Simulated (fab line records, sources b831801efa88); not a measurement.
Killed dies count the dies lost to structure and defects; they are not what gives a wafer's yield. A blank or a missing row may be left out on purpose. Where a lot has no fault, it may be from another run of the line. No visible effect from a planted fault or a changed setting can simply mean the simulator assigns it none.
Which tool is to blame? | flow sky130 | 14 lots, 42 wafers sampled, at 6 steps of a route of 708

## WHAT EACH GAUGE READ, for each wafer
SKY_NWELL_OVL_MEAS_10.
lot  | measured     | on         | NWELL_00_OVL (nm)
L869 | day 4 14:14  | overlay-01 | -2.4 -0.3 -2.2
L871 | day 4 22:20  | overlay-01 | 1.2 0.3 1.6
L872 | day 5 05:08  | overlay-01 | -1.6 -1.2 0.5
L874 | day 5 16:51  | overlay-01 | -1.9 -1.0 -0.4
L881 | day 7 10:59  | overlay-01 | - - -
L882 | day 7 18:11  | overlay-02 | - - -
L883 | day 8 01:51  | overlay-02 | -2.0 -2.5 -2.3
L884 | day 8 04:20  | overlay-01 | -0.3 0.1 -0.4
L885 | day 8 11:56  | overlay-02 | -2.7 -3.2 -2.3
L886 | day 8 15:58  | overlay-01 | -0.3 2.2 1.9
L887 | day 8 21:41  | overlay-01 | -1.2 -0.5 -2.8
L889 | day 9 10:59  | overlay-01 | -0.8 -1.1 -2.1
L890 | day 9 16:38  | overlay-01 | -1.8 -2.5 -2.4
L891 | day 10 05:14 | overlay-01 | -1.9 -2.7 -1.0

SKY_NWELL_TW_MEAS_26.
lot  | measured     | on            | NWELL_2_TW
L869 | day 5 08:13  | film_metro-02 | 497 499 497
L871 | day 5 20:11  | film_metro-04 | 507 508 506
L872 | day 5 23:17  | film_metro-01 | 501 502 497
L874 | day 6 15:12  | film_metro-02 | 498 498 499
L881 | day 8 07:24  | film_metro-01 | 1846 1851 1838
L882 | day 8 15:24  | film_metro-02 | 1825 1833 1837
L883 | day 8 23:35  | film_metro-04 | 508 510 510
L884 | day 9 02:25  | film_metro-02 | 496 498 495
L885 | day 9 09:51  | film_metro-04 | 507 506 508
L886 | day 9 14:19  | film_metro-04 | 508 508 510
L887 | day 9 20:07  | film_metro-01 | 501 501 498
L889 | day 10 10:38 | film_metro-01 | 498 498 498
L890 | day 10 15:49 | film_metro-01 | 496 501 498
L891 | day 11 06:04 | film_metro-04 | 511 512 514

SKY_LDD_HVN_OVL_MEAS_07.
lot  | measured     | on         | LDD_HVN_OVL (nm)
L869 | day 20 08:43 | overlay-01 | -1.3 -0.6 -1.8
L871 | day 20 20:38 | overlay-01 | -0.5 -1.3 -1.0
L872 | day 21 01:40 | overlay-02 | -0.4 0.1 -2.1
L874 | day 22 06:32 | overlay-01 | 1.3 0.2 0.0
L881 | day 24 14:12 | overlay-01 | 0.0 0.2 -1.1
L882 | day 25 09:01 | overlay-01 | -3.2 -2.8 -1.3
L883 | day 25 16:03 | overlay-02 | -2.7 -1.6 -3.4
L884 | day 25 19:01 | overlay-02 | -0.5 0.1 1.2
L885 | day 26 06:02 | overlay-02 | -2.8 -1.7 -1.8
L886 | day 26 12:56 | overlay-01 | 0.5 1.2 -0.9
L887 | day 26 21:31 | overlay-01 | 0.3 -1.4 -1.9
L889 | day 27 11:52 | overlay-02 | 0.2 -0.1 -1.3
L890 | day 27 21:24 | overlay-02 | 0.3 0.6 -0.9
L891 | day 29 03:34 | overlay-02 | -0.3 2.1 0.3

SKY_LDD_HVP_OVL_MEAS_07.
lot  | measured     | on         | LDD_HVP_OVL (nm)
L869 | day 21 15:25 | overlay-02 | 0.2 2.1 -1.0
L871 | day 22 03:02 | overlay-02 | 0.5 -1.0 0.2
L872 | day 22 08:16 | overlay-01 | 0.8 -0.1 1.2
L874 | day 23 11:34 | overlay-02 | 1.1 -0.1 -0.8
L881 | day 25 20:26 | overlay-02 | -1.7 -0.3 0.9
L882 | day 26 14:20 | overlay-01 | -1.7 -1.1 -2.0
L883 | day 26 21:23 | overlay-02 | 2.3 0.2 0.9
L884 | day 27 00:34 | overlay-02 | -0.1 1.2 0.6
L885 | day 27 10:37 | overlay-01 | -0.6 1.1 1.5
L886 | day 27 18:40 | overlay-02 | 1.0 0.0 1.2
L887 | day 28 02:13 | overlay-01 | 2.0 -0.9 1.2
L889 | day 28 16:25 | overlay-01 | 0.7 2.3 3.3
L890 | day 29 02:16 | overlay-01 | 1.0 1.6 1.8
L891 | day 30 08:49 | overlay-02 | 0.0 -1.0 0.1

## WHICH TOOL RAN EACH LOT (tool, then ch and the chambers of the sampled wafers, then the start)
lot  | SKY_PWDE_STRIP_09                   | SKY_NWELL_COAT_05
L869 | plasma_asher-04 ch 0,1, day 3 21:54 | litho_track-03 ch 0, day 4 06:02
L871 | plasma_asher-01 ch 0,1, day 4 05:22 | litho_track-01 ch 0, day 4 13:13
L872 | plasma_asher-04 ch 0,1, day 4 12:29 | litho_track-03 ch 0, day 4 20:23
L874 | plasma_asher-04 ch 0,1, day 4 23:53 | litho_track-03 ch 0, day 5 08:02
L881 | plasma_asher-03 ch 0,1, day 6 15:51 | litho_track-01, day 7 01:10
L882 | plasma_asher-01 ch 0,1, day 6 23:14 | litho_track-01, day 7 08:31
L883 | plasma_asher-01 ch 1, day 7 06:16   | litho_track-02 ch 0, day 7 16:15
L884 | plasma_asher-04 ch 0,1, day 7 08:32 | litho_track-01 ch 0, day 7 17:54
L885 | plasma_asher-03 ch 0,1, day 7 16:09 | litho_track-02 ch 0, day 8 01:11
L886 | plasma_asher-04 ch 0,1, day 7 19:36 | litho_track-01 ch 0, day 8 05:13
L887 | plasma_asher-03 ch 0, day 8 00:43   | litho_track-03 ch 0, day 8 10:59
L889 | plasma_asher-03 ch 0,1, day 8 13:03 | litho_track-01 ch 0, day 8 23:55
L890 | plasma_asher-04 ch 0,1, day 8 18:49 | litho_track-03 ch 0, day 9 05:43
L891 | plasma_asher-03 ch 0,1, day 9 06:56 | litho_track-02 ch 0, day 9 17:35
- SKY_PWDE_STRIP_09: strips in O2/N2.
- SKY_NWELL_COAT_05: resist thk 3000 nm.

## WHAT THE TOOLS THEMSELVES READ (means of the sampled wafers that have a number; where no wafer has one, the mark that the record gives instead)
SKY_PWDE_STRIP_09.
lot  | tool            | drypump_motor_current_A (A) | oes_product_au (a.u.) | strip_time_to_endpoint_s (s)
L869 | plasma_asher-04 | 5.6                         | 0.724                 | 36.91
L871 | plasma_asher-01 | 6.2                         | 0.725                 | 36.86
L872 | plasma_asher-04 | 5.7                         | 0.721                 | 36.87
L874 | plasma_asher-04 | 5.6                         | 0.719                 | 36.89
L881 | plasma_asher-03 | 5.6                         | 0.724                 | 37.04
L882 | plasma_asher-01 | 6.2                         | 0.727                 | 36.98
L883 | plasma_asher-01 | 6.0                         | 0.722                 | 37.07
L884 | plasma_asher-04 | 5.6                         | 0.723                 | 36.79
L885 | plasma_asher-03 | 5.7                         | 0.722                 | 36.85
L886 | plasma_asher-04 | 5.6                         | 0.723                 | 36.78
L887 | plasma_asher-03 | 5.7                         | 0.723                 | 36.67
L889 | plasma_asher-03 | 5.7                         | 0.726                 | 36.84
L890 | plasma_asher-04 | 5.8                         | 0.727                 | 36.98
L891 | plasma_asher-03 | 5.8                         | 0.726                 | 36.88

SKY_NWELL_COAT_05.
lot  | tool           | chill_plate_temp_C (C) | dispense_pressure_kPa (kPa)
L869 | litho_track-03 | 22.94                  | 56
L871 | litho_track-01 | 22.95                  | 49
L872 | litho_track-03 | 23.08                  | 56
L874 | litho_track-03 | 22.95                  | 56
L881 | litho_track-01 | -                      | -
L882 | litho_track-01 | -                      | -
L883 | litho_track-02 | 22.91                  | 48
L884 | litho_track-01 | 23.16                  | 49
L885 | litho_track-02 | 23.06                  | 48
L886 | litho_track-01 | 22.86                  | 49
L887 | litho_track-03 | 23.08                  | 56
L889 | litho_track-01 | 22.94                  | 49
L890 | litho_track-03 | 22.93                  | 56
L891 | litho_track-02 | 23.04                  | 48

## THE ANSWER, worked out from the rows above alone
Rule: what is usual is taken from the lots themselves. The widest of any qualifying gaps counts: lots, ordered by their means at a reading, are off when they make up no more than a third of the lots, leave a main group of 4 or more, and stand apart from it by 3 or more times the standard deviation of that group's means. A main group whose means are all the same, to the digits that the tables above print for the reading, isn't used. Also off: a lot with no number at a reading for which 4 or more lots have one. All remaining lots with rows at the step are treated as sound. First the gauges in route order, then the tools' own readings, where a lot's mean is used as printed above. At the first step where some lot is off, the reading lying furthest off is the one used; lots without a number count as furthest.
Off: L881, L882, at SKY_NWELL_OVL_MEAS_10 (NWELL_00_OVL). Without a number there: L881, L882. The main group has a mean of -1.1 nm with a standard deviation of 1.2.
A tool fits if, at a process step before that reading, it ran every lot that is off, and no sound lot after the first of them. The gauges at SKY_NWELL_OVL_MEAS_10 aren't tried: what is off there is off at SKY_NWELL_TW_MEAS_26 too, on other tools, and a gauge's error can't cause that. No candidate that was tried fits.

## WHAT WAS PUT IN BY THE SIMULATOR
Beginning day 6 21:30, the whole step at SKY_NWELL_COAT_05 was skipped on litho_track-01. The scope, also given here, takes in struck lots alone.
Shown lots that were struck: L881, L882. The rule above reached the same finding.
